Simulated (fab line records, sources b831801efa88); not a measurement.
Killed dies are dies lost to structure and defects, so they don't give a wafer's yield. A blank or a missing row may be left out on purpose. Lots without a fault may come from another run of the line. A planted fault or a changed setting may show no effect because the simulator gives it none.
fab line records | flow gf180mcu | part 1 of 2: steps 1 to 29 of 41
record lots=5 wafers=15 last_day=34
route steps=602 shown STI@14 DNWELL@32 NWELL@42 LVPWELL@54
lots that met no fault: from a run of the same line without faults
start_h: hours from the record's first day to the start of the lot's first wafer shown | wait_h: hours since the lot's step before | " the same as in the row above | L1.1+2: a row that stands for several wafers | - no value, or no start given | * or withheld: withheld | < > ~ a bound
route shown NAME@n: a module of which the file shows steps, and the number in the route of the first | usual: mean/standard deviation of fault-free wafers | same: alike in all rows | chamber/n: place in a boat | sites: the reading at each site | _std_site: their standard deviation | _edge_site: outer sites' mean less inner sites' | radius_mm: how far each site lies from the wafer's centre | mask NAME#n: copy n | behind: the tool/chamber that last shaped the wafer | hold: why the lot was held/for how many hours/how that ended | device: the transistor (n, p or np) that didn't switch | end of line: the same wafers' tests at the end of the route | a step without rows: its recipe alone | killed: dies lost to structure and defects at the first sort, not the wafer's yield | map: a wafer's dies, x killed, . not, _ none there
set.NAME: the setting as run; set.NAME@STEP: as run at that earlier step | model.NAME: the simulator's own value behind a step, which no gauge read
lots at some steps of the route; a table a step, a row a wafer
services: from which hour (start_h, from the record's first day; less than 0 if before it) a tool's chamber was out of use, for how many hours, and why
## steps
# step GF_STI_ETCH_13
# recipe chemistry=CHF3/O2 stop_on=Si over_etch_frac=0.3 target_depth_a=2823.1 source_w=600 bias_w=200 pressure_mtorr=40 chf3_flow_sccm=50 O2_flow_sccm=5 time_s=112.9
# usual drypump_motor_current_A=5.7/0.52 oes_product_au=0.832/0.0059 rf_fwd_power_W=596.7/1.9 throttle_valve_pct=8.810/0.0082
# columns lot.wafer tool chamber start_h wait_h drypump_motor_current_A oes_product_au rf_fwd_power_W rf_hours_counter_h throttle_valve_pct
L075.4 rie_diel-01 2 32.06 0.0 5.9 0.837 593.9 162 8.805
L075.5 " 2 " " 5.9 0.825 593.4 - 8.809
L075.6 " 1 " " 6.4 0.830 592.9 - 8.811
L077.1 rie_diel-04 3 41.48 0.1 5.3 0.842 597.3 6 8.805
L077.4 " 0 " " 6.6 0.837 597.2 60 8.809
L077.5 " 2 " " 5.4 0.842 597.8 - 8.820
L079.1 rie_diel-01 0 50.94 0.1 5.7 0.823 597.0 31 8.823
L079.3 " 2 " " 5.9 0.819 593.8 163 8.809
L079.4 " 1 " " 6.4 0.833 597.5 131 8.803
L083.2 rie_diel-01 3 72.31 0.1 6.0 0.834 596.0 19 8.803
L083.3 " 0 " " 5.7 0.840 594.7 31 8.805
L083.5 " 3 " " 5.9 0.835 595.3 - 8.813
L094.1 rie_diel-01 2 129.39 0.1 5.9 0.835 597.5 0 8.814
L094.3 " 1 " " 6.4 0.837 596.1 133 8.816
L094.5 " 3 " " 5.9 0.834 596.4 - 8.796
# step GF_STI_ETCH_14
# recipe target=Si chemistry=HBr/Cl2/O2 target_depth_nm=360 icp_w=600 bias_w=150 pressure_mtorr=15 HBr_flow_sccm=150 Cl2_flow_sccm=40 O2_flow_sccm=6 time_s=102.9
# usual drypump_motor_current_A=5.7/0.39 oes_product_au=1.010/0.0095 rf_fwd_power_W=596.7/1.9 throttle_valve_pct=25.651/0.011
# columns lot.wafer tool chamber start_h wait_h drypump_motor_current_A oes_product_au rf_fwd_power_W rf_hours_counter_h throttle_valve_pct
L075.4 rie_si-02 0 32.14 0.0 6.2 1.007 597.5 133 25.647
L075.5 " 3 " " 5.8 1.017 597.5 - 25.640
L075.6 " 0 " " 6.2 1.009 598.7 - 25.666
L077.1 rie_si-01 0 41.56 0.0 5.9 1.001 596.5 25 25.651
L077.4 " 1 " " 5.9 1.009 597.3 114 25.636
L077.5 " 2 " " 5.0 1.010 598.7 - 25.660
L079.1 rie_si-02 3 51.02 0.0 5.8 1.011 596.3 134 25.651
L079.3 " 1 " " 6.0 1.014 597.3 46 25.632
L079.4 " 2 " " 5.2 1.008 595.8 98 25.655
L083.2 rie_si-02 2 72.39 0.0 5.2 1.003 595.7 98 25.671
L083.3 " 0 " " 6.2 1.007 595.7 133 25.659
L083.5 " 1 " " 6.0 1.020 596.2 - 25.654
L094.1 rie_si-02 2 129.47 0.0 5.2 0.998 597.4 99 25.648
L094.3 " 3 " " 5.8 1.018 595.1 135 25.649
L094.5 " 3 " " 5.8 1.007 597.2 - 25.657
# step GF_STI_STRIP_15
# recipe chemistry=O2/N2 power_w=1400 pressure_mtorr=1500 platen_temp_c=250 o2_flow_sccm=3000 n2_flow_sccm=300 overash_fraction=0.5
# usual drypump_motor_current_A=5.9/0.58 heater_power_w=324/46 oes_product_au=0.383/0.0055 strip_time_to_endpoint_s=3.72/0.062
# columns lot.wafer tool chamber start_h wait_h drypump_motor_current_A heater_power_w oes_product_au rf_hours_counter_h strip_time_to_endpoint_s
L075.4 plasma_asher-03 0 32.25 0.1 6.1 254 0.392 - 3.77
L075.5 " 1 " " 6.7 410 0.384 - 3.77
L075.6 " 0 " " 6.1 252 0.380 - 3.61
L077.1 plasma_asher-04 1 41.63 0.0 6.2 331 0.381 38 3.64
L077.4 " 0 " " 5.0 324 0.376 - 3.72
L077.5 " 1 " " 6.2 329 0.377 - 3.63
L079.1 plasma_asher-01 1 51.10 0.0 6.1 303 0.386 38 3.65
L079.3 " 1 " " 6.1 309 0.379 - 3.77
L079.4 " 0 " " 5.4 305 0.387 - 3.66
L083.2 plasma_asher-04 1 72.47 0.0 6.2 330 0.380 41 3.79
L083.3 " 0 " " 5.1 317 0.390 - 3.71
L083.5 " 0 " " 5.1 321 0.384 - 3.80
L094.1 plasma_asher-04 1 129.55 0.0 6.3 333 0.393 47 3.86
L094.3 " 1 " " 6.3 325 0.382 - 3.71
L094.5 " 1 " " 6.3 330 0.383 - 3.70
# step GF_STI_CLEAN_16
# recipe chemistry=dHF time_s=25 dilution=100:1
# columns lot.wafer tool chamber start_h wait_h
L075.4+5+6 wet_bench-01 0 32.32 0.0
L077.1+4+5 wet_bench-04 1 41.73 0.1
L079.1+3+4 wet_bench-02 1 51.20 0.1
L083.2+3+5 wet_bench-04 3 72.57 0.1
L094.1+3+5 wet_bench-04 2 129.65 0.1
# step GF_STI_WET_ETCH_17
# recipe chemistry=H3PO4 target_depth_nm=45 temp_c=160 target=Si3N4 time_s=514
# columns lot.wafer tool chamber start_h wait_h
L075.4+5+6 wet_bench-02 3 32.33 0.0
L077.1+4+5 wet_bench-04 1 41.75 0.0
L079.1+3+4 wet_bench-04 0 51.21 0.0
L083.2+3+5 wet_bench-02 1 72.58 0.0
L094.1+3+5 wet_bench-02 1 129.66 0.0
# step GF_STI_CLEAN_18
# recipe chemistry=SC1/SC2 mix=1:4:20 temp_c=70 time_s=150
# columns lot.wafer tool chamber start_h wait_h
L075.4+5+6 wet_bench-04 3 32.48 0.0
L077.1+4+5 wet_bench-02 2 41.90 0.0
L079.1+3+4 wet_bench-02 1 51.36 0.0
L083.2+3+5 wet_bench-02 3 72.73 0.0
L094.1+3+5 wet_bench-04 1 129.83 0.0
# step GF_STI_CLEAN_19
# recipe chemistry=dHF time_s=20 dilution=100:1
# columns lot.wafer tool chamber start_h wait_h
L075.4+5+6 wet_bench-01 2 32.53 0.0
L077.1+4+5 wet_bench-04 2 41.95 0.0
L079.1+3+4 wet_bench-04 0 51.41 0.0
L083.2+3+5 wet_bench-02 2 72.78 0.0
L094.1+3+5 wet_bench-02 2 129.88 0.0
# step GF_STI_WET_ETCH_20
# recipe chemistry=dHF dilution=100:1 target_depth_nm=20 temp_c=25 dry=ipa_marangoni target=SiO2 time_s=400
# columns lot.wafer tool chamber start_h wait_h
L075.4+5+6 wet_bench-02 0 32.55 0.0
L077.1+4+5 wet_bench-02 3 41.96 0.0
L079.1+3+4 wet_bench-02 2 51.43 0.0
L083.2+3+5 wet_bench-02 3 72.80 0.0
L094.1+3+5 wet_bench-04 3 129.89 0.0
# step GF_STI_OXIDATION_21
# recipe temp_c=1000 ambient=O2 stabilise_s=600 purge_s=300 target_thk_a=150 ox_time_s=458
# usual spike_tc_upper_C=999.4/1.4 tube_center_temp_C=999.99/0.081
# same stabilise_s=600
# columns lot.wafer tool chamber start_h wait_h spike_tc_upper_C tube_center_temp_C
L075.4 furnace-02 0 32.67 0.0 1001.1 1000
L075.5 " 0 " " 1000.7 1000
L075.6 " 0 " " 1001.6 1000
L077.1 furnace-01 0 42.08 0.0 1001.0 1000.1
L077.4 " 0 " " 997.8 1000
L077.5 " 0 " " 998.9 1000
L079.1 furnace-02 0 51.83 0.3 1001.2 1000.1
L079.3 " 0 " " 1000.2 999.91
L079.4 " 0 " " 1002.0 999.98
L083.2 furnace-02 0 73.16 0.2 999.5 999.9
L083.3 " 0 " " 1001.5 999.98
L083.5 " 0 " " 1001.1 1000
L094.1 furnace-01 0 130.59 0.6 999.9 1000
L094.3 " 0 " " 997.2 1000
L094.5 " 0 " " 998.7 999.8
# step GF_STI_THK_MEAS_22
# recipe reads=SiO2_of_STI_OXIDATION_21
# usual STI_OXIDATION_01_THK=15.01/0.22
# columns lot.wafer tool chamber start_h wait_h STI_OXIDATION_01_THK[nm]
L075.4 film_metro-03 - 33.83 0.0 15.02
L075.5 " - " " 14.95
L075.6 " - " " 14.90
L077.1 film_metro-04 - 43.21 0.0 15.22
L077.4 " - " " 15.01
L077.5 " - " " 15.04
L079.1 film_metro-03 - 52.95 0.0 14.99
L079.3 " - " " 14.78
L079.4 " - " " 14.84
L083.2 film_metro-02 - 74.30 0.0 15.00
L083.3 " - " " 14.74
L083.5 " - " " 14.95
L094.1 film_metro-03 - 131.72 0.0 15.12
L094.3 " - " " 15.00
L094.5 " - " " 15.23
# step GF_STI_CVD_23
# recipe material=SiO2 target_thk_nm=650 sigma_open_frac=0.3 time_s=108.3 temp_c=600 sih4_flow_sccm=60 pressure_mtorr=6
# columns lot.wafer tool chamber start_h wait_h
L075.4+5+6 hdpcvd-01 0,2,1 33.89 0.1
L077.1+4+5 hdpcvd-01 1,0,2 43.27 0.1
L079.1+3+4 hdpcvd-01 2,0,0 53.01 0.1
L083.2+3+5 hdpcvd-01 2,0,0 74.35 0.0
L094.1+3+5 hdpcvd-02 0,1,0 131.78 0.1
# step GF_STI_THK_MEAS_24
# recipe reads=SiO2_of_STI_CVD_23
# usual STI_CVD_23_THK=650/7.6
# columns lot.wafer tool chamber start_h wait_h STI_CVD_23_THK[nm]
L075.4 film_metro-02 - 33.96 0.0 658
L075.5 " - " " 645
L075.6 " - " " 652
L077.1 film_metro-03 - 43.35 0.0 651
L077.4 " - " " 665
L077.5 " - " " 647
L079.1 film_metro-02 - 53.09 0.0 662
L079.3 " - " " 665
L079.4 " - " " 652
L083.2 film_metro-03 - 74.44 0.0 658
L083.3 " - " " 659
L083.5 " - " " 656
L094.1 film_metro-02 - 131.89 0.1 652
L094.3 " - " " 651
L094.5 " - " " 634
# step GF_STI_CMP_25
# recipe stop_on=Si3N4 t_overpolish_s=33 down_force_psi=4 platen_rpm=60 target_thk_nm=524.6 pad_velocity_m_s=0.94248
# usual motor_current_A=12.0/0.87 overpolish_run_s=33.002/0.01 time_to_endpoint_s=123/6.5
# columns lot.wafer tool chamber start_h wait_h motor_current_A overpolish_run_s time_to_endpoint_s
L075.4 cmp-02 3 34.14 0.2 13.9 33.001 115
L075.6 " 0 " " 11.3 32.987 119
L075.5 " 1 " " 10.7 33.008 123
L077.4 cmp-01 2 43.41 0.0 12.1 33.008 136
L077.1 " 0 " " 11.7 33.009 132
L077.5 " 3 " " 12.5 33.005 130
L079.3 cmp-02 0 53.17 0.0 12.2 32.997 121
L079.4 " 1 " " 10.5 32.995 119
L079.1 " 3 " " 13.5 33.017 110
L083.2 cmp-01 0 74.49 0.0 11.3 32.992 127
L083.3 " 2 " " 11.8 33.015 128
L083.5 " 0 " " 11.8 32.993 126
L094.3 cmp-02 2 131.95 0.0 11.8 33.005 123
L094.1 " 0 " " 11.7 33.007 118
L094.5 " 3 " " 14.0 33.004 108
# step GF_STI_WET_ETCH_26
# recipe chemistry=dHF target_depth_nm=94 target=SiO2 temp_c=25 dilution=10:1 time_s=188
# columns lot.wafer tool chamber start_h wait_h
L075.4+5+6 wet_bench-02 3 34.29 0.1
L077.1+4+5 wet_bench-02 0 43.71 0.1
L079.1+3+4 wet_bench-04 0 53.47 0.1
L083.2+3+5 wet_bench-04 0 74.79 0.2
L094.1+3+5 wet_bench-02 3 132.25 0.1
# step GF_STI_WET_ETCH_27
# recipe chemistry=H3PO4 target_depth_nm=160 target=Si3N4 temp_c=160 time_s=1825
# columns lot.wafer tool chamber start_h wait_h
L075.4+5+6 wet_bench-04 3 34.35 0.0
L077.1+4+5 wet_bench-04 0 43.77 0.0
L079.1+3+4 wet_bench-04 2 53.53 0.0
L083.2+3+5 wet_bench-02 1 74.85 0.0
L094.1+3+5 wet_bench-02 2 132.32 0.0
# step GF_STI_WET_ETCH_28
# recipe chemistry=dHF target_depth_nm=20 dry=ipa_marangoni target=SiO2 temp_c=25 dilution=10:1 time_s=40
# columns lot.wafer tool chamber start_h wait_h
L075.4+5+6 wet_bench-02 2 34.87 0.0
L077.1+4+5 wet_bench-02 0 44.29 0.0
L079.1+3+4 wet_bench-04 3 54.04 0.0
L083.2+3+5 wet_bench-04 0 75.37 0.0
L094.1+3+5 wet_bench-04 0 132.88 0.0
# step GF_STI_OXIDATION_29
# recipe temp_c=891.1 ambient=O2 stabilise_s=600 purge_s=300 target_thk_a=100 ox_time_s=1418
# usual spike_tc_upper_C=890.6/1.3 tube_center_temp_C=891.09/0.081
# same stabilise_s=600
# columns lot.wafer tool chamber start_h wait_h spike_tc_upper_C tube_center_temp_C
L075.4 furnace-02 0 34.89 0.0 890.4 891.04
L075.5 " 0 " " 890.7 891.05
L075.6 " 0 " " 890.8 891.03
L077.1 furnace-01 0 44.31 0.0 889.9 891.11
L077.4 " 0 " " 888.5 891.2
L077.5 " 0 " " 890.6 890.96
L079.1 furnace-02 0 55.65 1.6 891.2 891
L079.3 " 0 " " 891.2 891.16
L079.4 " 0 " " 892.2 890.98
L083.2 furnace-01 0 75.91 0.5 889.2 891.06
L083.3 " 0 " " 889.2 891.13
L083.5 " 0 " " 889.1 891.11
L094.1 furnace-02 0 132.90 0.0 892.3 891.03
L094.3 " 0 " " 891.9 891.06
L094.5 " 0 " " 890.7 891.07
# step GF_STI_THK_MEAS_30
# recipe reads=SiO2_of_STI_OXIDATION_29
# usual STI_OXIDATION_02_THK=9.10/0.18
# columns lot.wafer tool chamber start_h wait_h STI_OXIDATION_02_THK[nm]
L075.4 film_metro-04 - 36.31 0.0 9.24
L075.5 " - " " 9.05
L075.6 " - " " 9.16
L077.1 film_metro-04 - 45.70 0.0 9.29
L077.4 " - " " 9.18
L077.5 " - " " 9.29
L079.1 film_metro-03 - 57.04 0.0 8.86
L079.3 " - " " 8.75
L079.4 " - " " 8.81
L083.2 film_metro-02 - 77.31 0.0 9.20
L083.3 " - " " 9.30
L083.5 " - " " 9.16
L094.1 film_metro-03 - 134.29 0.0 9.23
L094.3 " - " " 9.14
L094.5 " - " " 9.26
# step GF_DNWELL_DEHYDRATE_00
# recipe temp_c=200 time_s=60
# usual plate_temp_C=200.01/0.14
# columns lot.wafer tool chamber start_h wait_h plate_temp_C
L075.4 litho_track-01 0 41.70 5.4 200.15
L075.5 " 0 " " 200.04
L075.6 " 0 " " 199.92
L077.1 litho_track-01 0 51.77 6.1 200.22
L077.4 " 0 " " 199.96
L077.5 " 0 " " 199.96
L079.1 litho_track-04 0 62.99 5.9 200.04
L079.3 " 0 " " 199.72
L079.4 " 0 " " 199.77
L083.2 litho_track-01 0 83.35 6.0 200.22
L083.3 " 0 " " 200.22
L083.5 " 0 " " 200.13
L094.1 litho_track-04 0 141.64 7.3 200.02
L094.3 " 0 " " 200.18
L094.5 " 0 " " 200.21
# step GF_DNWELL_HMDS_01
# recipe prime_time_s=60 prime_temp_c=120
# columns lot.wafer tool chamber start_h wait_h
L075.4+5+6 litho_track-01 0 41.85 0.1
L077.1+4+5 litho_track-01 0 51.92 0.1
L079.1+3+4 litho_track-04 0 63.14 0.1
L083.2+3+5 litho_track-01 0 83.50 0.1
L094.1+3+5 litho_track-04 0 141.79 0.1
# step GF_DNWELL_COAT_02
# recipe spin_rpm=2000 resist_thk_nm=3000
# columns lot.wafer tool chamber start_h wait_h
L075.4+5+6 litho_track-01 0 42.00 0.1
L077.1+4+5 litho_track-01 0 52.07 0.1
L079.1+3+4 litho_track-04 0 63.29 0.1
L083.2+3+5 litho_track-01 0 83.65 0.1
L094.1+3+5 litho_track-04 0 141.94 0.1
# step GF_DNWELL_SOFTBAKE_03
# recipe temp_c=110 time_s=withheld
# usual plate_temp_C=109.96/0.13
# columns lot.wafer tool chamber start_h wait_h plate_temp_C
L075.4 litho_track-01 0 42.17 0.1 109.96
L075.5 " 0 " " 110.05
L075.6 " 0 " " 110.03
L077.1 litho_track-01 0 52.22 0.1 110.16
L077.4 " 0 " " 109.94
L077.5 " 0 " " 109.98
L079.1 litho_track-04 0 63.44 0.1 110.17
L079.3 " 0 " " 110.02
L079.4 " 0 " " 110.06
L083.2 litho_track-01 0 83.81 0.1 109.90
L083.3 " 0 " " 109.88
L083.5 " 0 " " 109.92
L094.1 litho_track-04 0 142.09 0.1 109.95
L094.3 " 0 " " 110.11
L094.5 " 0 " " 109.81
# step GF_DNWELL_EXPOSE_04
# recipe mask_id=DNWELL target_cd_nm=1700 na=0.6 source_shape=conventional sigma_outer=0.6 dose_mj=260
# columns lot.wafer tool chamber start_h wait_h mask
L075.4+5+6 iline_stepper-01 0 - - DNWELL#0
L077.1+4+5 iline_stepper-01 0 - - DNWELL#0
L079.1+3+4 iline_stepper-02 0 - - DNWELL#0
L083.2+3+5 iline_stepper-01 0 - - DNWELL#0
L094.1+3+5 iline_stepper-01 0 - - DNWELL#0
# step GF_DNWELL_PEB_05
# recipe temp_c=115 time_s=withheld
# usual plate_temp_C=114.98/0.15
# columns lot.wafer tool chamber start_h wait_h plate_temp_C
L075.4 litho_track-02 0 - - 114.99
L075.5 " 0 " " 114.96
L075.6 " 0 " " 114.94
L077.1 litho_track-02 0 - - 114.92
L077.4 " 0 " " 114.92
L077.5 " 0 " " 114.98
L079.1 litho_track-02 0 - - 114.86
L079.3 " 0 " " 114.94
L079.4 " 0 " " 115.12
L083.2 litho_track-01 0 - - 114.93
L083.3 " 0 " " 115.35
L083.5 " 0 " " 115.09
L094.1 litho_track-01 0 - - 114.75
L094.3 " 0 " " 114.88
L094.5 " 0 " " 114.81
# step GF_DNWELL_DEVELOP_06
# recipe wall_angle_deg=90 develop_time_s=60 dev_temp_c=23
# columns lot.wafer tool chamber start_h wait_h
L075.4+5+6 litho_track-02 0 - -
L077.1+4+5 litho_track-02 0 - -
L079.1+3+4 litho_track-02 0 - -
L083.2+3+5 litho_track-01 0 - -
L094.1+3+5 litho_track-01 0 - -
# step GF_DNWELL_IMPLANT_07
# recipe species=P energy_kev=1500 dose_cm2=1e+13 tilt_deg=0
# columns lot.wafer tool chamber start_h wait_h
L075.4+5+6 implanter-04 0 48.64 -
L077.1+4+5 implanter-04 0 58.61 -
L079.1+3+4 implanter-03 0 69.81 -
L083.2+3+5 implanter-04 0 90.75 -
L094.1+3+5 implanter-03 0 149.22 -
# step GF_DNWELL_STRIP_08
# recipe chemistry=O2/N2 power_w=1400 pressure_mtorr=1500 platen_temp_c=250 o2_flow_sccm=3000 n2_flow_sccm=300 overash_fraction=0.5
# usual drypump_motor_current_A=6.0/0.39 heater_power_w=319/47 oes_product_au=0.722/0.0047 strip_time_to_endpoint_s=36.95/0.11
# columns lot.wafer tool chamber start_h wait_h drypump_motor_current_A heater_power_w oes_product_au rf_hours_counter_h strip_time_to_endpoint_s
L075.4 plasma_asher-01 1 48.74 0.1 6.1 303 0.733 - 36.93
L075.5 " 0 " " 5.4 305 0.722 - 36.79
L075.6 " 1 " " 6.1 308 0.716 - 36.87
L077.1 plasma_asher-01 1 58.76 0.1 6.1 300 0.723 39 36.93
L077.4 " 0 " " 5.4 307 0.722 - 36.92
L077.5 " 1 " " 6.1 301 0.725 - 36.79
L079.1 plasma_asher-02 1 69.96 0.1 6.0 344 0.722 44 37.08
L079.3 " 0 " " 5.8 299 0.730 - 37.07
L079.4 " 1 " " 6.0 342 0.720 - 36.97
L083.2 plasma_asher-03 1 90.87 0.1 6.7 399 0.721 28 36.95
L083.3 " 0 " " 6.1 250 0.725 - 36.99
L083.5 " 0 " " 6.1 250 0.721 - 37.00
L094.1 plasma_asher-01 1 149.37 0.1 6.1 311 0.722 3 36.92
L094.3 " 0 " " 5.4 315 0.722 - 36.93
L094.5 " 0 " " 5.4 327 0.720 - 36.91
# step GF_DNWELL_TW_MEAS_09
# usual DNWELL_TW=1347/9.5
# columns lot.wafer tool chamber start_h wait_h DNWELL_TW
L075.4 film_metro-01 - 48.84 0.1 1365
L075.5 " - " " 1361
L075.6 " - " " 1358
L077.1 film_metro-04 - 58.86 0.1 1329
L077.4 " - " " 1331
L077.5 " - " " 1339
L079.1 film_metro-01 - 70.06 0.1 1361
L079.3 " - " " 1365
L079.4 " - " " 1357
L083.2 film_metro-04 - 90.98 0.1 1355
L083.3 " - " " 1354
L083.5 " - " " 1362
L094.1 film_metro-02 - 149.47 0.1 1345
L094.3 " - " " 1340
L094.5 " - " " 1344
# step GF_NWELL_DEHYDRATE_00
# recipe temp_c=200 time_s=60
# usual plate_temp_C=200.01/0.14
# columns lot.wafer tool chamber start_h wait_h plate_temp_C
L075.4 litho_track-03 0 54.48 5.6 199.88
L075.5 " 0 " " 199.69
L075.6 " 0 " " 199.99
L077.1 litho_track-01 0 64.97 6.1 199.91
L077.4 " 0 " " 200.03
L077.5 " 0 " " 199.89
L079.1 litho_track-03 0 76.41 6.3 199.73
L079.3 " 0 " " 199.98
L079.4 " 0 " " 199.94
L083.2 litho_track-02 0 97.28 6.3 200.06
L083.3 " 0 " " 200.13
L083.5 " 0 " " 200.28
L094.1 litho_track-03 0 156.86 7.4 199.84
L094.3 " 0 " " 200.02
L094.5 " 0 " " 199.80
